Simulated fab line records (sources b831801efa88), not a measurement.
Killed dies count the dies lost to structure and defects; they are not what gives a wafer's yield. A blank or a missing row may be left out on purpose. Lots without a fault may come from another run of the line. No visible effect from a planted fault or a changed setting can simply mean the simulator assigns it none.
Struck lot and sound lot, side by side || flow sfq_line || 42 steps out of a route of 325
Sound: wafers L702.1, L702.4, L702.5. Struck: wafer L710.1 (L710.2, L710.5, from the same lot, were not struck and are left out); the cause is given at the end.
Order at every step that has rows: each side's tool, ch and its chambers, its first start. Under that, the readings that differ: sound wafers || struck wafers || difference of the means || sigmas: that difference in standard deviations of wafers without a fault.
alike: a reading whose means differ by less than 2 such deviations, as well as words and numbers matching on both sides. not compared: withheld readings; readings where some wafer has no value; bounds like >300 that might hide an equal value; numbers whose values overlap and for which the record gives no deviation.
A row with sigmas, a row that says differs or no value, or rows on one side alone: a step with any of these is where the two part. Numbers that don't overlap but have no deviation are shown without sigmas and don't part them. Lack of a reading on every wafer of one side parts them only where that side has two or more wafers.

first, 6 steps without rows for these wafers: SFQ_TRILAYER_M1_LITHO_COAT_044 (resist thk 62 nm); SFQ_TRILAYER_M1_LITHO_COAT_039 (resist thk 600 nm); SFQ_TRILAYER_M1_LITHO_SOFTBAKE_043; SFQ_TRILAYER_M1_LITHO_EXPOSE_040 (exposes mask M1, target cd 500 nm); SFQ_TRILAYER_M1_LITHO_PEB_042 (peb time 60 s); SFQ_TRILAYER_M1_LITHO_DEVELOP_041 (time 60 s).
SFQ_M1_OVL_MEAS_911:
  sound on overlay-02, day 13 15:29; struck on overlay-02, day 16 19:44
  alike: M1_OVL
SFQ_TRILAYER_M1_BARC_OPEN_METAL_ETCH_054: etches BARC in O2, target depth 125 nm, time 41.7 s.
  sound on rie_metal-04 ch 0,1, day 13 15:31; struck on rie_metal-04 ch 0, day 16 19:46
  alike: drypump_motor_current_A, oes_product_au
  not compared: rf_hours_counter_h
SFQ_TRILAYER_M1_ETCH_METAL_ETCH_042: etches Nb in Cl2/Ar, stops on SiO2, target depth 240 nm, time 120 s.
  sound on rie_metal-04 ch 0,1, day 13 15:35; struck on rie_metal-04 ch 0, day 16 19:50
  alike: drypump_motor_current_A, oes_product_au
  not compared: rf_hours_counter_h
then, 3 steps without rows for these wafers: SFQ_TRILAYER_M1_STRIP_STRIP_043 (strips in O2); SFQ_TRILAYER_M1_STRIP_SOLV_CLEAN_044 (cleans in NMP, time 600 s); SFQ_TRILAYER_I1_DEP_PECVD_045 (deposits SiO2 from SiH4/N2O, time 111.11 s, target thk 500 nm).
SFQ_TRILAYER_I1_CMP_CMP_046: polishes SiO2.
  sound on cmp-02 ch 1,2, day 13 20:28; struck on cmp-02 ch 0, day 16 21:48
{"reading": "time_to_endpoint_s (s)", "sound": "206 203 213", "struck": 251, "difference": "+44", "sigmas": "+5"}
{"reading": "model.SiO2_of_TRILAYER_I1_DEP_PECVD_045.thk_nm (nm)", "sound": "201 200.3 200.4", "struck": 151.9, "difference": -48.7, "sigmas": ""}
  alike: motor_current_A
SFQ_I1_BOW_MEAS_912:
  sound on film_metro-01, day 13 22:58; struck on film_metro-04, day 17 01:07
  not compared: I1_BOW
SFQ_TRILAYER_I1_METRO_MEASURE_047:
  sound on film_metro-01, day 13 23:05; struck on film_metro-04, day 17 05:55
{"reading": "thk_nm (nm)", "sound": "201.2 200.3 200.5", "struck": 151.8, "difference": -48.9, "sigmas": -38}
then, 6 steps without rows for these wafers: SFQ_TRILAYER_I1_VIA_LITHO_COAT_054 (resist thk 62 nm); SFQ_TRILAYER_I1_VIA_LITHO_COAT_049 (resist thk 650 nm); SFQ_TRILAYER_I1_VIA_LITHO_SOFTBAKE_053; SFQ_TRILAYER_I1_VIA_LITHO_EXPOSE_050 (exposes mask I1, target cd 500 nm); SFQ_TRILAYER_I1_VIA_LITHO_PEB_052 (peb time 60 s); SFQ_TRILAYER_I1_VIA_LITHO_DEVELOP_051 (time 60 s).
-- the record jumps here: 4 days lie between the struck wafers' starts before and after --
SFQ_I1_OVL_MEAS_913:
  sound on overlay-02, day 17 13:42; struck on overlay-01, day 20 19:15
{"reading": "I1_OVL (nm)", "sound": "4 3 3", "struck": -11, "difference": -14, "sigmas": -3}
SFQ_TRILAYER_I1_VIA_BARC_OPEN_VIA_ETCH_071: etches BARC in O2, target depth 125 nm, time 41.7 s.
  sound on rie_diel-03 ch 0,1,3, day 17 13:44; struck on rie_diel-03 ch 1, day 20 19:17
  alike: drypump_motor_current_A, oes_product_au
  not compared: rf_hours_counter_h
SFQ_TRILAYER_I1_VIA_ETCH_VIA_ETCH_052: etches SiO2 in CHF3, stops on Nb, target depth 260 nm.
  sound on rie_diel-03 ch 0,1,3, day 17 13:47; struck on rie_diel-03 ch 1, day 20 19:20
{"reading": "oes_product_au (a.u.)", "sound": "0.859 0.859 0.858", "struck": 0.730, "difference": -0.129, "sigmas": -23}
{"reading": "model.etch.depth_nm (nm)", "sound": "201 200.3 200.4", "struck": 151.9, "difference": -48.7, "sigmas": ""}
{"reading": "model.I1.feature_depth_nm (nm)", "sound": "201 200.3 200.4", "struck": 151.9, "difference": -48.7, "sigmas": ""}
  alike: drypump_motor_current_A
then, 2 steps without rows for these wafers: SFQ_TRILAYER_I1_VIA_STRIP_STRIP_053 (strips in O2); SFQ_TRILAYER_I1_VIA_STRIP_SOLV_CLEAN_054 (cleans in NMP, time 600 s).
SFQ_TRILAYER_M2_DEP_PRE_CLEAN_056: time 22.5 s.
  sound on pvd_sputter-04, day 17 14:40; struck on pvd_sputter-03, day 20 20:13
{"reading": "model.SiO2_of_TRILAYER_I1_DEP_PECVD_045.thk_nm (nm)", "sound": "193.5 192.8 192.9", "struck": 144.4, "difference": -48.7, "sigmas": ""}
then, 1 step without rows for these wafers: SFQ_TRILAYER_M2_DEP_SPUTTER_055 (material Nb, target thk 200 nm, time 133.3 s).
SFQ_M2_RS_MEAS_914: the measuring method here is four-point-probe.
  sound on film_metro-03, day 17 14:47; struck on film_metro-01, day 20 20:20
{"reading": "M2_NB_RS (ohm/sq)", "sound": "0.914 0.922 0.915", "struck": 0.880, "difference": -0.037, "sigmas": -2}
then, 6 steps without rows for these wafers: SFQ_TRILAYER_M2_LITHO_COAT_062 (resist thk 62 nm); SFQ_TRILAYER_M2_LITHO_COAT_057 (resist thk 600 nm); SFQ_TRILAYER_M2_LITHO_SOFTBAKE_061; SFQ_TRILAYER_M2_LITHO_EXPOSE_058 (exposes mask M2, target cd 500 nm); SFQ_TRILAYER_M2_LITHO_PEB_060 (peb time 60 s); SFQ_TRILAYER_M2_LITHO_DEVELOP_059 (time 60 s).
-- the record jumps here: 4 days lie between the struck wafers' starts before and after --
SFQ_M2_OVL_MEAS_916:
  sound on overlay-02, day 21 08:27; struck on overlay-01, day 24 19:19
  alike: M2_OVL
then, 2 steps without rows for these wafers: SFQ_TRILAYER_M2_BARC_OPEN_METAL_ETCH_077 (etches BARC in O2, target depth 125 nm, time 41.7 s); SFQ_TRILAYER_M2_ETCH_METAL_ETCH_060 (etches Nb in Cl2/Ar, stops on SiO2, target depth 240 nm, time 120 s).
SFQ_TRILAYER_M2_STRIP_STRIP_061: strips in O2.
  sound on rie_metal-01 ch 0,1, day 21 08:40; struck on rie_metal-04 ch 1, day 24 19:32
{"reading": "oes_product_au (a.u.)", "sound": "1.001 1.000 1.000", "struck": 0.982, "difference": -0.018, "sigmas": -2}
  alike: drypump_motor_current_A
  not compared: rf_hours_counter_h
then, 1 step without rows for these wafers: SFQ_TRILAYER_M2_STRIP_SOLV_CLEAN_062 (cleans in NMP, time 600 s).
SFQ_TRILAYER_I2_DEP_PECVD_063: deposits SiO2 from SiH4/N2O, time 111.11 s, target thk 500 nm.
  sound on pecvd-02 ch 0,2, day 21 09:27; struck on pecvd-01 ch 2, day 24 20:19
  alike: heater_power_outer_w, heater_power_w, susceptor_temp_C, throttle_valve_pct
-- the record jumps here: 49 days lie between the struck wafers' starts before and after --
SFQ_M8_BOW_MEAS_951:
  sound on film_metro-03, day 68 20:00; struck on film_metro-03, day 74 07:23
{"reading": "model.etest.i1.link_ohm", "sound": "1.983 1.995 1.961", "struck": 1.911, "difference": -0.069, "sigmas": ""}
  alike: M8_BOW

## WHERE THEY PART
First at SFQ_TRILAYER_I1_CMP_CMP_046; last, within this record, at SFQ_TRILAYER_M2_STRIP_STRIP_061. Later steps at which nothing parts them and some readings are alike: SFQ_TRILAYER_I2_DEP_PECVD_063, SFQ_M8_BOW_MEAS_951.

WHY: what the simulator had put in
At SFQ_TRILAYER_I1_CMP_CMP_046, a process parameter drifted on cmp-02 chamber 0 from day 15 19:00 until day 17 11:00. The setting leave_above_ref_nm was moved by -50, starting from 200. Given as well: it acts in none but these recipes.
